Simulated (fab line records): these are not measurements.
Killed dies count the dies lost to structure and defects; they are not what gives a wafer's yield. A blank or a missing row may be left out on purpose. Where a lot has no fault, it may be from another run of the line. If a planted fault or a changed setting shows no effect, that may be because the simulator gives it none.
The tool behind it: which one?	flow gf180mcu	14 lots with 42 wafers sampled at 4 steps, on a route of 602 steps

## WHAT EACH GAUGE READ, for each wafer
GF_M1_THK_MEAS_06: measures by xrf.
lot	measured	on	M1_ALCU_THK (nm)
L729	day 16 18:38	film-metro-04	450 445 434
L731	day 17 10:58	film-metro-02	455 441 449
L732	day 17 19:52	film-metro-02	451 439 446
L733	day 17 22:04	film-metro-02	439 442 435
L737	day 19 09:54	film-metro-04	453 458 456
L738	day 19 21:27	film-metro-01	454 455 454
L740	day 20 18:19	film-metro-02	450 456 456
L741	day 20 23:37	film-metro-04	442 450 453
L742	day 21 07:52	film-metro-02	447 449 448
L743	day 21 16:37	film-metro-01	451 459 449
L744	day 21 20:50	film-metro-02	447 442 450
L745	day 22 08:29	film-metro-02	445 441 449
L748	day 23 05:50	film-metro-01	450 455 451
L751	day 24 07:49	film-metro-02	448 454 451

## TOOL THAT RAN EACH LOT (tool first, then ch and the chambers of the sampled wafers, then the start)
lot	GF_CONTACT_CMP_27	GF_M1_SPUTTER_01	GF_M1_SPUTTER_03
L729	cmp-01 ch 2,3, day 16 18:00	pvd-sputter-01, day 16 18:24	pvd-sputter-01, day 16 18:28
L731	cmp-01 ch 2,3, day 17 10:19	pvd-sputter-01, day 17 10:43	pvd-sputter-01, day 17 10:47
L732	cmp-02 ch 0,2,3, day 17 19:16	pvd-sputter-04, day 17 19:37	pvd-sputter-04, day 17 19:40
L733	cmp-02 ch 0,1,2, day 17 21:30	pvd-sputter-01, day 17 21:48	pvd-sputter-01, day 17 21:52
L737	cmp-02 ch 0,1, day 19 09:19	pvd-sputter-04, day 19 09:40	pvd-sputter-04, day 19 09:43
L738	cmp-02 ch 0,1, day 19 20:49	pvd-sputter-04, day 19 21:13	pvd-sputter-04, day 19 21:16
L740	cmp-02 ch 0,1,2, day 20 17:39	pvd-sputter-03, day 20 18:04	pvd-sputter-03, day 20 18:08
L741	cmp-02 ch 0,1, day 20 22:58	pvd-sputter-04, day 20 23:22	pvd-sputter-04, day 20 23:25
L742	cmp-02 ch 0,1,2, day 21 07:13	pvd-sputter-03, day 21 07:37	pvd-sputter-03, day 21 07:41
L743	cmp-01 ch 2,3, day 21 15:57	pvd-sputter-04, day 21 16:21	pvd-sputter-04, day 21 16:25
L744	cmp-01 ch 0,1,2, day 21 20:17	pvd-sputter-04, day 21 20:35	pvd-sputter-04, day 21 20:38
L745	cmp-02 ch 1,3, day 22 07:54	pvd-sputter-04, day 22 08:15	pvd-sputter-04, day 22 08:19
L748	cmp-01 ch 0,2, day 23 05:15	pvd-sputter-04, day 23 05:36	pvd-sputter-04, day 23 05:40
L751	cmp-01 ch 0,1, day 24 07:12	pvd-sputter-01, day 24 07:33	pvd-sputter-01, day 24 07:37
- GF_CONTACT_CMP_27: polishes, stops on SiO2, t overpolish 15 s, target thk 0 nm.
- GF_M1_SPUTTER_01: material TiN, target thk 30 nm, time 25 s.
- GF_M1_SPUTTER_03: material Ti, target thk 10 nm, time 6.7 s.

## WHAT THE TOOLS THEMSELVES READ (means of the sampled wafers that have a number; where no wafer has one, the mark that the record gives instead)
GF_CONTACT_CMP_27.
lot	tool	head-pressure-psi (psi)	motor-current-A (A)	overpolish-run-s (s)	slurry-filter-dp-kPa (kPa)	time-to-endpoint-s (s)
L729	cmp-01	3.489	12.9	14.988	13.55	71
L731	cmp-01	3.502	13.1	15.004	13.41	70
L732	cmp-02	3.499	9.9	14.994	13.51	69
L733	cmp-02	3.497	10.4	14.999	13.64	72
L737	cmp-02	3.497	10.5	15.007	13.61	71
L738	cmp-02	3.500	10.9	14.997	13.43	71
L740	cmp-02	3.502	10.0	15.003	13.39	73
L741	cmp-02	3.493	10.5	14.996	13.43	70
L742	cmp-02	3.639	10.4	14.996	13.57	68
L743	cmp-01	3.497	13.2	14.998	13.43	71
L744	cmp-01	3.501	11.9	14.996	13.47	73
L745	cmp-02	3.639	11.6	14.993	13.59	71
L748	cmp-01	3.503	11.7	15.008	13.46	67
L751	cmp-01	3.494	11.6	15.010	13.39	68

GF_M1_SPUTTER_01.
lot	tool	throttle-valve-pct (%)
L729	pvd-sputter-01	29.3
L731	pvd-sputter-01	29.5
L732	pvd-sputter-04	30.3
L733	pvd-sputter-01	29.4
L737	pvd-sputter-04	29.9
L738	pvd-sputter-04	29.9
L740	pvd-sputter-03	31.1
L741	pvd-sputter-04	30.3
L742	pvd-sputter-03	30.2
L743	pvd-sputter-04	30.3
L744	pvd-sputter-04	30.0
L745	pvd-sputter-04	30.1
L748	pvd-sputter-04	30.1
L751	pvd-sputter-01	29.4

GF_M1_SPUTTER_03.
lot	tool	throttle-valve-pct (%)
L729	pvd-sputter-01	29.3
L731	pvd-sputter-01	29.6
L732	pvd-sputter-04	30.4
L733	pvd-sputter-01	29.3
L737	pvd-sputter-04	30.0
L738	pvd-sputter-04	29.9
L740	pvd-sputter-03	31.0
L741	pvd-sputter-04	30.5
L742	pvd-sputter-03	30.1
L743	pvd-sputter-04	30.3
L744	pvd-sputter-04	30.1
L745	pvd-sputter-04	30.0
L748	pvd-sputter-04	30.4
L751	pvd-sputter-01	29.5

## THE ANSWER, worked out from the rows above alone
Rule: what is usual is taken from the lots themselves. The widest of any qualifying gaps counts: lots, ordered by their means at a reading, are off when they make up no more than a third of the lots, leave a main group of 4 or more, and stand apart from it by 3 or more times the standard deviation of that group's means. The tables above print the reading to a certain number of digits; a main group whose means all agree to those digits is not used. A lot without any number at a reading at which 4 lots or more have one is off too. The other lots that the step has rows for count as sound. The gauges are gone through in route order, then the tools' own readings, and for those a lot's mean is taken as printed above. At the first step where some lot is off, the reading lying furthest off is the one used; lots without a number count as furthest.
Off: L742, L745 (GF_CONTACT_CMP_27, head-pressure-psi). The main group: mean 3.498 psi, standard deviation 0.004.
If a tool, at that step or one of the process steps before it, ran each lot that is off and ran no sound lot following the first of them, it fits. One fits: GF_CONTACT_CMP_27 on cmp-02. Its last sound lot is L741 (day 20 22:58), its first lot that is off L742 (day 21 07:13): a fault that began between those two fits.
The tool's own readings at GF_CONTACT_CMP_27 bear it out: on the lots that are off they differ by more than 5 times the standard deviation of the sound lots' means. head-pressure-psi reads 3.639 psi there against 3.498 psi on the sound lots.

## WHAT THE SIMULATOR PUT IN
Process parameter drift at GF_CONTACT_CMP_27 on cmp-02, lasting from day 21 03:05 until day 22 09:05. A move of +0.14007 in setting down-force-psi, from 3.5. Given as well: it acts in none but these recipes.
Struck lots among those shown: L742, L745. This agrees with what the rule above found.
